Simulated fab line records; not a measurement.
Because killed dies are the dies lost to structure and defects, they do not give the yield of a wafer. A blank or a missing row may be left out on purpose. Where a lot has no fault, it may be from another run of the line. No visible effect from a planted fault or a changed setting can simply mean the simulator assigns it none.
fab line records	flow sky130
record lots=11	wafers=33	last-day=50
route steps=708 shown LI_CONTACT@363 LOCAL_INTERCONNECT@399 CONTACT@411 PAD_OPEN@708
lots that met no fault: taken from a fault-free run of the same line
start-h: hours from the record's opening day to when the first of the lot's shown wafers began	wait-h: hours since the lot's step before	" as in the row above	L1.1+2: several wafers, shown together as one row	- either no value or no given start	* or withheld: withheld	< > ~ a bound
route shown NAME@n: names a module that has steps shown in the file, with the first one's number in the route	usual: average and standard deviation across the fault-free wafers	same: alike in all rows	chamber/n: place in a boat	sites: each site's reading	_std_site: the standard deviation of these	_edge_site: outer sites' mean less inner sites'	radius-mm: for every site, how far away it sits from the centre of the wafer	mask NAME#n: copy n	behind: the tool/chamber that last shaped the wafer	hold: reason for holding the lot/hours on hold/outcome of the hold	device: whichever transistor did not switch (one of n, p or np)	end of line: tests run on the same wafers once the route is complete	for a step that has no rows: nothing shown but its recipe	killed: dies lost to structure and defects at the first sort, not the wafer's yield	map: a wafer's dies, x killed, . not, _ none there
set.NAME: the setting as run; set.NAME@STEP: as run at that earlier step	model.NAME: the simulator's own value behind a step, which no gauge read
route steps across a sampled set of lots; one table per step, one row per wafer
services: a tool's chamber out of use, with start hour (start-h, from the record's first day; less than 0 if before it), hours out, and reason
## steps
# step SKY_LI_CONTACT_THK_MEAS_01
# recipe reads=PSG_of_LI_CONTACT_HDPCVD_00
# usual LI_CONTACT_HDPCVD_THK=931/8.3
lot.wafer	tool	chamber	start-h	wait-h	LI_CONTACT_HDPCVD_THK[nm]
L375.2	film-metro-03	-	647.84	0.1	939
L375.4	"	-	"	"	941
L375.5	"	-	"	"	932
L378.2	film-metro-02	-	687.86	0.1	922
L378.5	"	-	"	"	921
L378.6	"	-	"	"	930
L379.1	film-metro-01	-	690.50	0.1	943
L379.5	"	-	"	"	941
L379.6	"	-	"	"	934
L380.1	film-metro-02	-	698.07	0.1	934
L380.2	"	-	"	"	935
L380.5	"	-	"	"	938
L384.1	film-metro-01	-	731.18	0.1	941
L384.5	"	-	"	"	938
L384.6	"	-	"	"	937
L386.2	film-metro-01	-	741.98	0.1	945
L386.3	"	-	"	"	931
L386.5	"	-	"	"	950
L388.2	film-metro-03	-	759.19	0.1	933
L388.4	"	-	"	"	941
L388.5	"	-	"	"	931
L389.3	film-metro-02	-	767.76	0.1	926
L389.4	"	-	"	"	937
L389.5	"	-	"	"	932
L390.3	film-metro-02	-	778.84	0.1	928
L390.5	"	-	"	"	932
L390.6	"	-	"	"	927
L392.2	film-metro-03	-	789.71	0.1	933
L392.4	"	-	"	"	937
L392.6	"	-	"	"	930
L398.1	film-metro-01	-	843.20	0.1	917
L398.4	"	-	"	"	916
L398.6	"	-	"	"	920
# step SKY_LOCAL_INTERCONNECT_OVL_MEAS_12
# usual LOCAL_INTERCONNECT_OVL=3/5.7
lot.wafer	tool	chamber	start-h	wait-h	LOCAL_INTERCONNECT_OVL[nm]
L375.2	overlay-01	-	706.44	0.1	3
L375.4	"	-	"	"	9
L375.5	"	-	"	"	4
L378.2	overlay-02	-	744.94	0.1	2
L378.5	"	-	"	"	-4
L378.6	"	-	"	"	7
L379.1	overlay-01	-	748.92	0.1	-6
L379.5	"	-	"	"	-5
L379.6	"	-	"	"	-6
L380.1	overlay-01	-	756.22	0.1	13
L380.2	"	-	"	"	5
L380.5	"	-	"	"	9
L384.1	overlay-01	-	785.73	0.1	1
L384.5	"	-	"	"	-1
L384.6	"	-	"	"	-4
L386.2	overlay-02	-	796.78	0.1	5
L386.3	"	-	"	"	2
L386.5	"	-	"	"	9
L388.2	overlay-02	-	814.18	0.1	7
L388.4	"	-	"	"	10
L388.5	"	-	"	"	2
L389.3	overlay-02	-	823.69	0.1	8
L389.4	"	-	"	"	4
L389.5	"	-	"	"	12
L390.3	overlay-01	-	833.49	0.1	-5
L390.5	"	-	"	"	-2
L390.6	"	-	"	"	7
L392.2	overlay-01	-	844.38	0.1	7
L392.4	"	-	"	"	5
L392.6	"	-	"	"	9
L398.1	overlay-01	-	896.88	0.1	6
L398.4	"	-	"	"	-7
L398.6	"	-	"	"	6
# step SKY_LOCAL_INTERCONNECT_METAL_ETCH_14
# recipe target-depth-nm=110	stop-on=PSG	chemistry=Cl2/BCl3	target=TiN	resist-sidewall-deg=88	pressure-mtorr=10	icp-w=900	bias-w=48.5	Cl2_flow_sccm=60	bcl3-flow-sccm=30	time-s=31.4
# usual bcl3-flow-sccm=30.00/0.092	bias-w=48.50/0.12	drypump-motor-current-A=5.71/0.23	oes-product-au=0.940/0.0072	throttle-valve-pct=21.902/0.01
lot.wafer	tool	chamber	start-h	wait-h	bcl3-flow-sccm	bias-w	drypump-motor-current-A	oes-product-au	rf-hours-counter-h	throttle-valve-pct
L375.2	rie-metal-01	1	706.53	0.0	30.03	48.29	5.87	0.943	4	21.888
L375.4	"	1	"	"	29.89	48.19	5.89	0.940	-	21.905
L375.5	"	0	"	"	30.05	48.83	5.38	0.932	-	21.901
L378.2	rie-metal-03	0	745.03	0.0	29.95	48.45	5.94	0.942	8	21.903
L378.5	"	1	"	"	29.91	48.29	5.67	0.929	-	21.897
L378.6	"	0	"	"	29.98	48.52	5.94	0.937	-	21.904
L379.1	rie-metal-01	1	749.02	0.0	30.04	48.54	5.87	0.944	5	21.896
L379.5	"	1	"	"	29.82	48.57	5.86	0.941	-	21.907
L379.6	"	0	"	"	29.86	48.61	5.38	0.943	-	21.909
L380.1	rie-metal-01	1	756.32	0.0	29.96	48.39	5.86	0.938	5	21.907
L380.2	"	0	"	"	29.97	48.40	5.37	0.929	8	21.903
L380.5	"	0	"	"	30.07	48.46	5.38	0.935	-	21.904
L384.1	rie-metal-04	1	785.90	0.1	30.02	48.41	5.95	0.932	2	21.900
L384.5	"	1	"	"	30.10	48.54	5.92	0.938	-	21.918
L384.6	"	1	"	"	30.15	48.36	5.94	0.936	-	21.897
L386.2	rie-metal-01	1	796.88	0.0	29.83	48.42	5.86	0.939	7	21.902
L386.3	"	1	"	"	29.94	48.52	5.86	0.935	-	21.904
L386.5	"	1	"	"	29.92	48.44	5.87	0.938	-	21.914
L388.2	rie-metal-03	1	814.28	0.0	-	-	-	-	-	-
L388.4	"	0	"	"	-	-	-	-	-	-
L388.5	"	0	"	"	-	-	-	-	-	-
L389.3	rie-metal-04	1	823.79	0.0	-	-	-	-	-	-
L389.4	"	0	"	"	-	-	-	-	-	-
L389.5	"	0	"	"	-	-	-	-	-	-
L390.3	rie-metal-03	0	833.59	0.0	30.10	48.62	5.94	0.933	-	21.914
L390.5	"	1	"	"	29.96	48.46	5.67	0.937	-	21.902
L390.6	"	0	"	"	30.07	48.52	5.91	0.932	-	21.897
L392.2	rie-metal-03	0	844.47	0.0	29.85	48.46	5.99	0.947	10	21.907
L392.4	"	0	"	"	29.98	48.49	5.95	0.947	-	21.899
L392.6	"	1	"	"	30.24	48.57	5.67	0.935	-	21.914
L398.1	rie-metal-01	0	896.98	0.0	30.02	48.52	5.36	0.938	13	21.882
L398.4	"	1	"	"	30.04	48.47	5.84	0.943	-	21.899
L398.6	"	0	"	"	29.99	48.54	5.38	0.941	-	21.898
# step SKY_LOCAL_INTERCONNECT_STRIP_15
# recipe chemistry=O2/N2	power-w=1400	pressure-mtorr=1500	platen-temp-c=withheld	o2-flow-sccm=3000	n2-flow-sccm=300	overash-fraction=0.5
# usual drypump-motor-current-A=5.5/0.38	o2-flow-sccm=2999/9.1	oes-product-au=0.426/0.0044	strip-time-to-endpoint-s=4.724/0.019
lot.wafer	tool	chamber	start-h	wait-h	drypump-motor-current-A	o2-flow-sccm	oes-product-au	rf-hours-counter-h	strip-time-to-endpoint-s
L375.2	plasma-asher-01	1	706.58	0.0	5.6	2997	0.433	59	4.746
L375.4	"	0	"	"	5.7	2999	0.428	-	4.725
L375.5	"	0	"	"	5.7	3001	0.433	-	4.715
L378.2	plasma-asher-02	0	745.08	0.0	5.9	3010	0.427	0	4.761
L378.5	"	0	"	"	5.9	3005	0.432	-	4.769
L378.6	"	1	"	"	5.0	3006	0.430	-	4.756
L379.1	plasma-asher-02	0	749.07	0.0	5.9	2997	0.425	1	4.726
L379.5	"	0	"	"	5.9	3001	0.421	-	4.729
L379.6	"	1	"	"	5.0	2997	0.428	-	4.718
L380.1	plasma-asher-03	1	756.37	0.0	5.7	2999	0.424	33	4.740
L380.2	"	0	"	"	4.9	2999	0.421	33	4.727
L380.5	"	0	"	"	4.9	3003	0.424	-	4.730
L384.1	plasma-asher-03	1	786.00	0.1	5.7	2992	0.429	36	4.729
L384.5	"	0	"	"	4.9	3013	0.428	-	4.729
L384.6	"	1	"	"	5.7	2993	0.426	-	4.724
L386.2	plasma-asher-01	0	796.93	0.0	5.7	2995	0.435	68	4.697
L386.3	"	0	"	"	5.7	2991	0.422	-	4.715
L386.5	"	1	"	"	5.6	3007	0.422	-	4.696
L388.2	plasma-asher-02	0	814.33	0.0	5.8	3005	0.444	8	5.189
L388.4	"	1	"	"	5.0	3004	0.445	-	5.206
L388.5	"	0	"	"	5.9	3001	0.446	-	5.189
L389.3	plasma-asher-01	0	823.86	0.1	5.7	3000	0.449	-	5.197
L389.4	"	1	"	"	5.6	2996	0.449	-	5.220
L389.5	"	1	"	"	5.6	2997	0.438	-	5.196
L390.3	plasma-asher-02	1	833.66	0.1	5.0	3003	0.428	-	4.717
L390.5	"	0	"	"	5.8	2985	0.418	-	4.729
L390.6	"	1	"	"	5.0	3001	0.427	-	4.735
L392.2	plasma-asher-03	1	844.52	0.0	5.7	2976	0.426	40	4.768
L392.4	"	0	"	"	4.9	3014	0.429	-	4.750
L392.6	"	0	"	"	4.9	3002	0.417	-	4.735
L398.1	plasma-asher-02	1	897.03	0.0	5.0	2993	0.425	16	4.692
L398.4	"	0	"	"	5.9	3000	0.433	-	4.713
L398.6	"	0	"	"	5.9	2986	0.423	-	4.718
# step SKY_CONTACT_BOW_MEAS_05
# recipe mode=bow
# usual CONTACT_BOW=82/7.2
lot.wafer	tool	chamber	start-h	wait-h	CONTACT_BOW[um]
L375.2	film-metro-03	-	707.76	0.1	79
L375.4	"	-	"	"	77
L375.5	"	-	"	"	76
L378.2	film-metro-03	-	746.23	0.2	87
L378.5	"	-	"	"	82
L378.6	"	-	"	"	85
L379.1	film-metro-03	-	750.33	0.2	86
L379.5	"	-	"	"	84
L379.6	"	-	"	"	82
L380.1	film-metro-02	-	757.49	0.2	102
L380.2	"	-	"	"	83
L380.5	"	-	"	"	89
L384.1	film-metro-02	-	787.15	0.1	82
L384.5	"	-	"	"	84
L384.6	"	-	"	"	68
L386.2	film-metro-04	-	798.07	0.1	104
L386.3	"	-	"	"	91
L386.5	"	-	"	"	78
L390.3	film-metro-04	-	834.78	0.2	84
L390.5	"	-	"	"	81
L390.6	"	-	"	"	95
L392.2	film-metro-03	-	846.06	0.2	69
L392.4	"	-	"	"	81
L392.6	"	-	"	"	82
L398.1	film-metro-02	-	898.19	0.2	85
L398.4	"	-	"	"	77
L398.6	"	-	"	"	71
# step SKY_PAD_OPEN_PROBE_99
# usual killed_at_M0_to_M3=43/7.2	killed_at_M4_up=3.0/2	killed-at-contacts=24/5.5	killed-at-front-end=15/4.2	killed-at-other=0.3/0.51	killed-dies=85/10	killed-on-rim=17/4	killed-open=46/7.3	killed-short=38/6.4
# same gross-dies=492	killed-at-back-side=0
lot.wafer	tool	chamber	start-h	wait-h	hold	killed_at_M0_to_M3	killed_at_M4_up	killed-at-contacts	killed-at-front-end	killed-at-other	killed-dies	killed-on-rim	killed-open	killed-short
L375.2	prober-02	-	1076.23	0.1	-	50	2	18	13	2	85	17	47	38
L375.4	prober-02	-	1076.33	0.2	-	40	2	29	16	1	88	21	39	49
L375.5	prober-02	-	1076.38	0.2	-	61	2	28	8	2	101	25	61	40
L378.2	prober-01	-	1104.65	0.1	-	44	2	20	14	0	80	17	42	38
L378.5	prober-01	-	1104.80	0.2	-	48	2	15	12	0	77	18	48	29
L378.6	prober-01	-	1104.85	0.2	-	54	6	17	10	0	87	14	41	46
L379.1	prober-02	-	1111.25	0.1	-	45	5	25	18	0	93	20	49	44
L379.5	prober-02	-	1111.45	0.2	-	48	3	27	12	0	90	21	45	45
L379.6	prober-02	-	1111.50	0.2	-	56	0	26	13	0	95	21	54	41
L380.1	prober-01	-	1114.84	0.1	-	47	4	35	25	0	111	24	55	56
L380.2	prober-01	-	1114.89	0.1	-	35	3	19	16	0	73	13	43	30
L380.5	prober-01	-	1115.04	0.2	-	47	4	21	19	0	91	20	42	49
L384.1	prober-01	-	1139.22	0.1	-	42	2	39	18	0	101	25	53	48
L384.5	prober-01	-	1139.42	0.2	-	58	3	25	16	0	102	15	56	46
L384.6	prober-01	-	1139.47	0.2	-	55	1	27	12	0	95	20	57	38
L386.2	prober-02	-	1143.87	0.1	-	35	1	19	17	0	72	17	31	41
L386.3	prober-02	-	1143.92	0.2	-	35	3	32	12	0	82	17	43	39
L386.5	prober-02	-	1144.02	0.2	-	47	4	15	17	0	83	20	44	39
L388.2	prober-02	-	1156.60	0.1	await-dispo/3.3h/scrap	46	6	423	17	0	492	96	52	44
L388.4	prober-02	-	1156.70	0.2	await-dispo/3.3h/scrap	42	4	424	22	0	492	96	47	45
L388.5	prober-02	-	1156.75	0.2	await-dispo/3.3h/scrap	34	3	441	14	0	492	96	32	40
L389.3	prober-01	-	1163.05	0.2	await-dispo/1.0h/scrap	47	3	428	14	0	492	96	42	37
L389.4	prober-01	-	1163.10	0.2	await-dispo/1.0h/scrap	50	0	418	24	0	492	96	59	34
L389.5	prober-01	-	1163.15	0.2	await-dispo/1.0h/scrap	33	2	441	16	0	492	96	38	31
L390.3	prober-02	-	1171.93	0.2	-	33	4	26	16	0	79	10	46	33
L390.5	prober-02	-	1172.03	0.2	-	38	6	21	16	0	81	12	49	32
L390.6	prober-02	-	1172.08	0.2	-	44	1	26	17	0	88	19	55	33
L392.2	prober-02	-	1178.98	0.1	-	50	1	13	14	1	79	16	41	38
L392.4	prober-02	-	1179.08	0.2	-	38	2	18	16	0	74	17	32	42
L392.6	prober-02	-	1179.18	0.2	-	41	5	21	11	0	78	15	44	34
L398.1	prober-01	-	1210.98	0.1	-	46	1	23	14	1	85	13	47	38
L398.4	prober-01	-	1211.13	0.2	-	29	1	14	18	0	62	14	31	31
L398.6	prober-01	-	1211.23	0.2	-	47	2	15	13	0	77	17	43	34
# killed by level:class
L375.2 CONTACT:geometric-particle:open=10 METAL1:geometric-particle:short=7 VIA1:geometric-particle:open=7 VIA3:geometric-particle:open=7 VIA2:geometric-particle:open=6 VIA1:geometric-particle:short=6 VIA2:geometric-particle:short=6 LI_CONTACT:geometric-particle:open=5
L375.4 CONTACT:geometric-particle:open=12 VIA1:geometric-particle:short=10 METAL1:geometric-particle:short=8 LI_CONTACT:geometric-particle:open=7 LI_CONTACT:geometric-particle:short=6 FIELD_ISO:geometric-particle:short=5 FIELD_ISO:geometric-particle:open=4 VIA2:geometric-particle:open=4
L375.5 VIA1:geometric-particle:open=14 LI_CONTACT:geometric-particle:open=12 VIA3:geometric-particle:open=12 VIA3:geometric-particle:short=7 VIA1:geometric-particle:short=6 VIA2:geometric-particle:open=6 METAL3:geometric-particle:short=4 CONTACT:geometric-particle:short=4
L378.2 VIA1:geometric-particle:open=9 METAL1:geometric-particle:short=8 CONTACT:geometric-particle:open=7 POLY_GATE:geometric-particle:short=6 METAL2:geometric-particle:short=6 POLY_GATE:geometric-particle:open=5 LI_CONTACT:geometric-particle:open=5 CONTACT:geometric-particle:short=5
L378.5 VIA1:geometric-particle:open=13 VIA2:geometric-particle:open=9 LI_CONTACT:geometric-particle:open=6 CONTACT:geometric-particle:open=6 VIA1:geometric-particle:short=5 METAL1:geometric-particle:short=5 METAL2:geometric-particle:short=5 VIA3:geometric-particle:open=5
L378.6 VIA1:geometric-particle:open=13 METAL1:geometric-particle:short=11 VIA2:geometric-particle:open=7 VIA3:geometric-particle:open=5 METAL2:geometric-particle:short=5 VIA3:geometric-particle:short=5 FIELD_ISO:geometric-particle:short=4 LI_CONTACT:geometric-particle:open=4
L379.1 CONTACT:geometric-particle:short=9 VIA1:geometric-particle:open=9 FIELD_ISO:geometric-particle:short=7 CONTACT:geometric-particle:open=7 VIA2:geometric-particle:open=7 VIA3:geometric-particle:open=6 FIELD_ISO:geometric-particle:open=5 POLY_GATE:geometric-particle:open=5
L379.5 CONTACT:geometric-particle:open=10 METAL1:geometric-particle:short=10 VIA1:geometric-particle:short=7 LI_CONTACT:geometric-particle:open=6 VIA1:geometric-particle:open=6 VIA3:geometric-particle:open=6 CONTACT:geometric-particle:short=5 VIA2:geometric-particle:open=5
L379.6 VIA1:geometric-particle:open=15 CONTACT:geometric-particle:open=9 LI_CONTACT:geometric-particle:open=8 METAL2:geometric-particle:short=7 METAL3:geometric-particle:short=7 VIA3:geometric-particle:open=6 METAL1:geometric-particle:short=5 VIA2:geometric-particle:open=5
L380.1 FIELD_ISO:geometric-particle:short=11 CONTACT:geometric-particle:open=11 LI_CONTACT:geometric-particle:open=9 VIA3:geometric-particle:open=8 VIA2:geometric-particle:open=7 METAL1:geometric-particle:short=7 VIA1:geometric-particle:open=6 CONTACT:geometric-particle:short=6
L380.2 LI_CONTACT:geometric-particle:open=8 VIA1:geometric-particle:open=7 VIA3:geometric-particle:open=7 FIELD_ISO:geometric-particle:open=6 LOCAL_INTERCONNECT:geometric-particle:short=5 VIA1:geometric-particle:short=5 FIELD_ISO:geometric-particle:short=4 CONTACT:geometric-particle:open=4
L380.5 CONTACT:geometric-particle:open=9 METAL1:geometric-particle:short=9 VIA2:geometric-particle:open=8 VIA1:geometric-particle:open=7 FIELD_ISO:geometric-particle:short=6 METAL2:geometric-particle:short=5 VIA3:geometric-particle:open=5 VIA3:geometric-particle:short=5
L384.1 CONTACT:geometric-particle:open=13 VIA1:geometric-particle:open=12 LI_CONTACT:geometric-particle:open=7 LOCAL_INTERCONNECT:geometric-particle:short=7 METAL2:geometric-particle:short=6 VIA2:geometric-particle:open=6 CONTACT:geometric-particle:short=5 METAL1:geometric-particle:short=5
L384.5 VIA1:geometric-particle:open=18 CONTACT:geometric-particle:open=10 METAL1:geometric-particle:short=7 VIA1:geometric-particle:short=7 VIA3:geometric-particle:open=7 FIELD_ISO:geometric-particle:open=5 POLY_GATE:geometric-particle:open=5 VIA3:geometric-particle:short=5
L384.6 VIA1:geometric-particle:open=14 CONTACT:geometric-particle:open=10 VIA2:geometric-particle:open=10 LI_CONTACT:geometric-particle:open=7 METAL1:geometric-particle:short=7 FIELD_ISO:geometric-particle:open=5 VIA3:geometric-particle:open=5 VIA1:geometric-particle:short=4
L386.2 VIA1:geometric-particle:short=9 CONTACT:geometric-particle:open=7 METAL2:geometric-particle:short=6 VIA1:geometric-particle:open=5 FIELD_ISO:geometric-particle:short=4 CONTACT:geometric-particle:short=4 METAL1:geometric-particle:short=4 SPACER:geometric-particle:short=3
L386.3 LI_CONTACT:geometric-particle:open=10 LOCAL_INTERCONNECT:geometric-particle:short=7 CONTACT:geometric-particle:open=7 VIA2:geometric-particle:open=6 VIA1:geometric-particle:open=6 CONTACT:geometric-particle:short=5 VIA2:geometric-particle:short=5 FIELD_ISO:geometric-particle:short=4
L386.5 VIA1:geometric-particle:open=17 CONTACT:geometric-particle:open=7 FIELD_ISO:geometric-particle:open=5 VIA2:geometric-particle:open=5 METAL2:geometric-particle:short=5 METAL1:geometric-particle:short=4 VIA1:geometric-particle:short=4 VIA3:geometric-particle:open=4
L388.2 LOCAL_INTERCONNECT:area-etch=396 VIA1:geometric-particle:open=12 CONTACT:geometric-particle:open=11 LI_CONTACT:geometric-particle:open=8 VIA2:geometric-particle:open=7 METAL2:geometric-particle:short=7 FIELD_ISO:geometric-particle:open=5 METAL4:geometric-particle:short=5
L388.4 LOCAL_INTERCONNECT:area-etch=400 METAL2:geometric-particle:short=9 POLY_GATE:geometric-particle:short=8 LI_CONTACT:geometric-particle:open=8 CONTACT:geometric-particle:open=8 VIA1:geometric-particle:open=8 VIA3:geometric-particle:open=7 VIA2:geometric-particle:open=5
L388.5 LOCAL_INTERCONNECT:area-etch=420 CONTACT:geometric-particle:short=8 VIA1:geometric-particle:open=7 CONTACT:geometric-particle:open=6 VIA3:geometric-particle:open=6 POLY_GATE:geometric-particle:short=4 LI_CONTACT:geometric-particle:short=4 METAL1:geometric-particle:short=3
L389.3 LOCAL_INTERCONNECT:area-etch=413 VIA1:geometric-particle:open=14 VIA2:geometric-particle:open=9 METAL1:geometric-particle:short=7 CONTACT:geometric-particle:short=6 FIELD_ISO:geometric-particle:short=4 VIA1:geometric-particle:short=4 FIELD_ISO:geometric-particle:open=3
L389.4 LOCAL_INTERCONNECT:area-etch=399 VIA1:geometric-particle:open=10 VIA2:geometric-particle:open=9 POLY_GATE:geometric-particle:open=9 CONTACT:geometric-particle:open=7 VIA3:geometric-particle:open=7 FIELD_ISO:geometric-particle:open=5 METAL2:geometric-particle:short=5
L389.5 LOCAL_INTERCONNECT:area-etch=423 VIA1:geometric-particle:open=9 CONTACT:geometric-particle:open=7 POLY_GATE:geometric-particle:short=6 LI_CONTACT:geometric-particle:open=5 VIA3:geometric-particle:open=5 VIA3:geometric-particle:short=5 FIELD_ISO:geometric-particle:open=3
L390.3 CONTACT:geometric-particle:open=11 VIA1:geometric-particle:open=9 LI_CONTACT:geometric-particle:open=7 LOCAL_INTERCONNECT:geometric-particle:short=5 VIA3:geometric-particle:open=5 FIELD_ISO:geometric-particle:short=4 POLY_GATE:geometric-particle:open=4 VIA1:geometric-particle:short=4
L390.5 VIA1:geometric-particle:open=10 LI_CONTACT:geometric-particle:open=7 VIA2:geometric-particle:open=7 VIA3:geometric-particle:open=6 FIELD_ISO:geometric-particle:short=4 CONTACT:geometric-particle:open=4 LOCAL_INTERCONNECT:geometric-particle:short=4 CONTACT:geometric-particle:short=4
L390.6 CONTACT:geometric-particle:open=11 VIA1:geometric-particle:open=11 VIA3:geometric-particle:open=9 LI_CONTACT:geometric-particle:open=8 VIA1:geometric-particle:short=8 POLY_GATE:geometric-particle:short=5 FIELD_ISO:geometric-particle:short=4 FIELD_ISO:geometric-particle:open=4
L392.2 VIA1:geometric-particle:open=7 VIA3:geometric-particle:open=7 VIA1:geometric-particle:short=7 VIA2:geometric-particle:open=6 CONTACT:geometric-particle:open=6 METAL2:geometric-particle:short=6 METAL1:geometric-particle:short=6 FIELD_ISO:geometric-particle:open=5
L392.4 FIELD_ISO:geometric-particle:short=7 CONTACT:geometric-particle:short=6 CONTACT:geometric-particle:open=6 VIA3:geometric-particle:open=6 METAL2:geometric-particle:short=6 VIA1:geometric-particle:open=5 VIA2:geometric-particle:open=5 METAL1:geometric-particle:short=4
L392.6 VIA2:geometric-particle:open=13 CONTACT:geometric-particle:open=9 CONTACT:geometric-particle:short=7 VIA1:geometric-particle:open=5 METAL2:geometric-particle:short=5 VIA3:geometric-particle:open=5 FIELD_ISO:geometric-particle:short=4 METAL3:geometric-particle:short=4
L398.1 VIA1:geometric-particle:open=10 POLY_GATE:geometric-particle:open=7 CONTACT:geometric-particle:open=7 LI_CONTACT:geometric-particle:open=6 METAL2:geometric-particle:short=6 VIA3:geometric-particle:open=6 LOCAL_INTERCONNECT:geometric-particle:short=5 VIA2:geometric-particle:open=5
L398.4 VIA1:geometric-particle:open=10 CONTACT:geometric-particle:open=7 METAL2:geometric-particle:short=6 VIA3:geometric-particle:open=5 POLY_GATE:geometric-particle:short=4 VIA2:geometric-particle:short=4 FIELD_ISO:geometric-particle:short=3 POLY_GATE:geometric-particle:open=3
L398.6 VIA1:geometric-particle:open=12 VIA2:geometric-particle:open=8 CONTACT:geometric-particle:open=7 VIA1:geometric-particle:short=6 CONTACT:geometric-particle:short=5 METAL2:geometric-particle:short=5 VIA3:geometric-particle:open=5 POLY_GATE:geometric-particle:open=4
## services
tool	chamber	start-h	hours	kind
rie-metal-03	1	686.55	1.2	repair
rie-metal-04	1	708.11	6.7	repair
rie-metal-03	1	719.08	15.8	repair
rie-metal-04	1	720.20	-	clean
rie-metal-04	1	720.20	33.6	scheduled-down
rie-metal-04	1	720.20	33.6	vent-cycle
plasma-asher-02	-	733.75	9.0	pm
plasma-asher-02	0	733.75	9.0	vent-cycle
plasma-asher-02	1	733.75	9.0	vent-cycle
plasma-asher-02	0	742.75	-	clean
plasma-asher-02	1	742.75	-	clean
rie-metal-04	0	758.98	-	clean
rie-metal-04	0	758.98	27.2	scheduled-down
plasma-asher-01	-	768.38	1.5	repair
rie-metal-03	0	784.67	26.2	repair
plasma-asher-03	-	790.00	10.7	repair
plasma-asher-03	-	800.42	5.0	repair
rie-metal-01	1	807.95	3.0	repair
plasma-asher-02	-	843.14	2.1	repair
plasma-asher-03	-	850.70	15.1	repair
plasma-asher-01	-	859.13	0.9	repair
plasma-asher-01	-	864.60	0.7	repair
plasma-asher-02	-	881.66	1.8	repair
plasma-asher-03	-	895.81	5.2	repair
## key
first-sign step=SKY_LOCAL_INTERCONNECT_METAL_ETCH_14	reading=tool-record	direction=missing
effect step=SKY_LOCAL_INTERCONNECT_STRIP_15	reading=strip-time-to-endpoint-s	direction=up	sigmas=25	usual=*	struck=*
effect step=SKY_PAD_OPEN_PROBE_99	reading=killed-at-contacts	direction=up	sigmas=74	usual=24	struck=429
more-kills-born-at SKY_LOCAL_INTERCONNECT_METAL_ETCH_14@rie-metal-04=1235	SKY_LOCAL_INTERCONNECT_METAL_ETCH_14@rie-metal-03=1216
met-at SKY_LOCAL_INTERCONNECT_METAL_ETCH_14
struck-lots L388,L389
later-rows-left-out L388.2,L388.4,L388.5,L389.3,L389.4,L389.5
tester-left-out L388,L389
not-acting-at SKY_LI_CONTACT_THK_MEAS_01,SKY_LOCAL_INTERCONNECT_OVL_MEAS_12,SKY_CONTACT_BOW_MEAS_05
onset-between 785.90 814.28
fault kind=skipped-step-whole	tool=rie-metal-03,rie-metal-04	chamber=-	onset-h=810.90	steps=SKY_LOCAL_INTERCONNECT_METAL_ETCH_14	scope=struck-lots-only
# tester-left-out: of these lots the tester's yield and bins aren't shown, on N5 and GAA mostly nor the transistor test; their killed dies are dies lost to structure and defects alone, not to doping, threshold or leakage, so they don't give the yield
# later-rows-left-out: the simulator's readings of these wafers behind a module that went badly wrong aren't trusted and aren't shown, but for the sort
